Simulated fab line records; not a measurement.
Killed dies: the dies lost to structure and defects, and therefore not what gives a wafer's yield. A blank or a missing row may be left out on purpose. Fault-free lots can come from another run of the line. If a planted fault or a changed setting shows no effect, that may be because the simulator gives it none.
Which tool is to blame? | flow gf180mcu | 33 wafers from 11 lots sampled at 6 of the route's 602 steps

## WHAT EACH GAUGE READ, for each wafer
GF_M2_OVL_MEAS_15. Usual: M2_OVL typically reads 2 nm, with standard deviation 5.6.
lot  | measured     | on         | M2_OVL (nm) | flag
L580 | day 20 16:07 | overlay-02 | -11 -12 2   |
L582 | day 21 16:59 | overlay-02 | 2 9 9       |
L588 | day 23 19:58 | overlay-02 | 5 4 1       |
L589 | day 24 03:26 | overlay-01 | -3 -10 -14  |
L590 | day 24 07:25 | overlay-01 | 0 3 11      |
L592 | day 24 20:46 | overlay-02 | 4 -2 -1     |
L593 | day 25 04:16 | overlay-02 | 4 10 8      |
L594 | day 25 10:43 | overlay-01 | 6 13 5      |
L596 | day 26 01:50 | overlay-02 | -4 2 -2     |
L598 | day 26 15:55 | overlay-01 | -5 5 5      |
L599 | day 27 00:43 | overlay-02 | 3 0 5       |

GF_V2_RS_MEAS_24: the measuring method here is four-point-probe. Usual: V2_W_RS typically reads 0.326 ohm/sq, with standard deviation 0.0033.
lot  | measured     | on            | V2_W_RS (ohm/sq)  | flag
L580 | day 21 18:13 | film-metro-02 | 0.324 0.238 0.325 | OFF
L582 | day 22 18:33 | film-metro-04 | 0.326 0.327 0.239 | OFF
L588 | day 24 20:17 | film-metro-04 | 0.327 0.324 0.328 |
L589 | day 25 03:59 | film-metro-03 | 0.330 0.326 0.329 |
L590 | day 25 07:35 | film-metro-04 | 0.325 0.324 0.327 |
L592 | day 25 21:08 | film-metro-02 | 0.323 0.328 0.325 |
L593 | day 26 03:59 | film-metro-04 | 0.329 0.332 0.330 |
L594 | day 26 10:32 | film-metro-04 | 0.328 0.325 0.327 |
L596 | day 27 00:36 | film-metro-02 | 0.329 0.333 0.326 |
L598 | day 27 14:58 | film-metro-03 | 0.327 0.327 0.329 |
L599 | day 27 23:11 | film-metro-02 | 0.323 0.326 0.323 |

GF_V2_THK_MEAS_25: measures by xrf. Usual: V2_W_THK typically reads 353 nm, with standard deviation 4.4.
lot  | measured     | on            | V2_W_THK (nm) | flag
L580 | day 21 18:20 | film-metro-02 | 358 489 356   | OFF
L582 | day 22 18:40 | film-metro-04 | 356 353 483   | OFF
L588 | day 24 20:25 | film-metro-04 | 348 351 349   |
L589 | day 25 04:05 | film-metro-03 | 347 352 349   |
L590 | day 25 07:42 | film-metro-04 | 356 355 353   |
L592 | day 25 21:16 | film-metro-02 | 357 354 355   |
L593 | day 26 04:06 | film-metro-04 | 347 344 347   |
L594 | day 26 10:39 | film-metro-04 | 348 352 348   |
L596 | day 27 00:42 | film-metro-02 | 350 346 353   |
L598 | day 27 15:05 | film-metro-03 | 352 353 351   |
L599 | day 27 23:17 | film-metro-02 | 355 352 355   |

## WHAT TOOL EACH LOT RAN ON (gives the tool, then ch and the chambers of the sampled wafers, and finally the start)
lot  | GF_M2_SPUTTER_02             | GF_V2_SPUTTER_22             | GF_V2_CVD_23
L580 | pvd-sputter-03, day 19 15:31 | pvd-sputter-04, day 21 18:04 | cvd-w-02 ch 0,1, day 21 18:06
L582 | pvd-sputter-03, day 20 17:25 | pvd-sputter-02, day 22 18:23 | cvd-w-02 ch 0,1, day 22 18:25
L588 | pvd-sputter-01, day 22 21:05 | pvd-sputter-04, day 24 20:08 | cvd-w-02 ch 0, day 24 20:11
L589 | pvd-sputter-03, day 23 04:41 | pvd-sputter-03, day 25 03:47 | cvd-w-02 ch 0,1, day 25 03:52
L590 | pvd-sputter-03, day 23 09:35 | pvd-sputter-03, day 25 07:26 | cvd-w-01 ch 0,1, day 25 07:28
L592 | pvd-sputter-01, day 23 22:48 | pvd-sputter-02, day 25 20:59 | cvd-w-01 ch 0,1, day 25 21:02
L593 | pvd-sputter-04, day 24 06:15 | pvd-sputter-04, day 26 03:43 | cvd-w-02 ch 0, day 26 03:45
L594 | pvd-sputter-03, day 24 12:29 | pvd-sputter-04, day 26 10:16 | cvd-w-02 ch 0, day 26 10:19
L596 | pvd-sputter-04, day 25 04:12 | pvd-sputter-03, day 27 00:25 | cvd-w-02 ch 0,1, day 27 00:29
L598 | pvd-sputter-04, day 25 19:34 | pvd-sputter-02, day 27 14:49 | cvd-w-01 ch 0,1, day 27 14:52
L599 | pvd-sputter-01, day 26 04:08 | pvd-sputter-04, day 27 22:59 | cvd-w-01 ch 0,1, day 27 23:04
- GF_M2_SPUTTER_02: material AlCu, target thk 450 nm, time 23.9 s.
- GF_V2_SPUTTER_22: material TiN, target thk 10 nm, time 40 s.
- GF_V2_CVD_23: deposits W, target thk 350 nm, time 104.94 s.

## WHAT THE TOOLS THEMSELVES READ (means of the sampled wafers that have a number; where no wafer has one, the mark that the record gives instead)
GF_M2_SPUTTER_02. Usual: throttle-valve-pct reads 30.0 % (standard deviation 1.1).
lot  | tool           | throttle-valve-pct (%) | flag
L580 | pvd-sputter-03 | 29.7                   |
L582 | pvd-sputter-03 | 29.0                   |
L588 | pvd-sputter-01 | 30.8                   |
L589 | pvd-sputter-03 | 30.0                   |
L590 | pvd-sputter-03 | 29.0                   |
L592 | pvd-sputter-01 | 30.0                   |
L593 | pvd-sputter-04 | 29.7                   |
L594 | pvd-sputter-03 | 31.1                   |
L596 | pvd-sputter-04 | 29.0                   |
L598 | pvd-sputter-04 | 29.3                   |
L599 | pvd-sputter-01 | 30.1                   |

GF_V2_SPUTTER_22. Usual: throttle-valve-pct reads 30.3 % (standard deviation 1.2).
lot  | tool           | throttle-valve-pct (%) | flag
L580 | pvd-sputter-04 | 30.1                   |
L582 | pvd-sputter-02 | 30.7                   |
L588 | pvd-sputter-04 | 30.2                   |
L589 | pvd-sputter-03 | 30.0                   |
L590 | pvd-sputter-03 | 31.1                   |
L592 | pvd-sputter-02 | 30.2                   |
L593 | pvd-sputter-04 | 29.4                   |
L594 | pvd-sputter-04 | 30.4                   |
L596 | pvd-sputter-03 | 28.7                   |
L598 | pvd-sputter-02 | 31.3                   |
L599 | pvd-sputter-04 | 29.1                   |

GF_V2_CVD_23. Usual: heater-power-w reads 875 W (standard deviation 88).
lot  | tool     | heater-power-w (W) | flag
L580 | cvd-w-02 | 929                |
L582 | cvd-w-02 | 950                |
L588 | cvd-w-02 | 973                |
L589 | cvd-w-02 | 959                |
L590 | cvd-w-01 | 779                |
L592 | cvd-w-01 | 781                |
L593 | cvd-w-02 | 982                |
L594 | cvd-w-02 | 975                |
L596 | cvd-w-02 | 933                |
L598 | cvd-w-01 | 784                |
L599 | cvd-w-01 | 791                |

## THE ANSWER, worked out from the rows above alone
Rule: a lot is off if the mean of its wafers that have a number lies more than 3 standard deviations from the usual mean. A lot without any number at a reading at which 4 lots or more have one is off too. The other lots that the step has rows for count as sound. First the gauges in route order, then the tools' own readings, where a lot's mean is used as printed above. The first step at which some lot is off is used, and at that step the reading that is off furthest; a lot without a number counts as furthest.
Off: L580, L582, seen at GF_V2_RS_MEAS_24 (V2_W_RS).
A tool fits if, at a process step before that reading, it ran every lot that is off, and no sound lot after the first of them. Gauges at GF_V2_RS_MEAS_24: tried the same way as those tools. Not one of the candidates tried fits.

## WHAT WAS PUT IN BY THE SIMULATOR
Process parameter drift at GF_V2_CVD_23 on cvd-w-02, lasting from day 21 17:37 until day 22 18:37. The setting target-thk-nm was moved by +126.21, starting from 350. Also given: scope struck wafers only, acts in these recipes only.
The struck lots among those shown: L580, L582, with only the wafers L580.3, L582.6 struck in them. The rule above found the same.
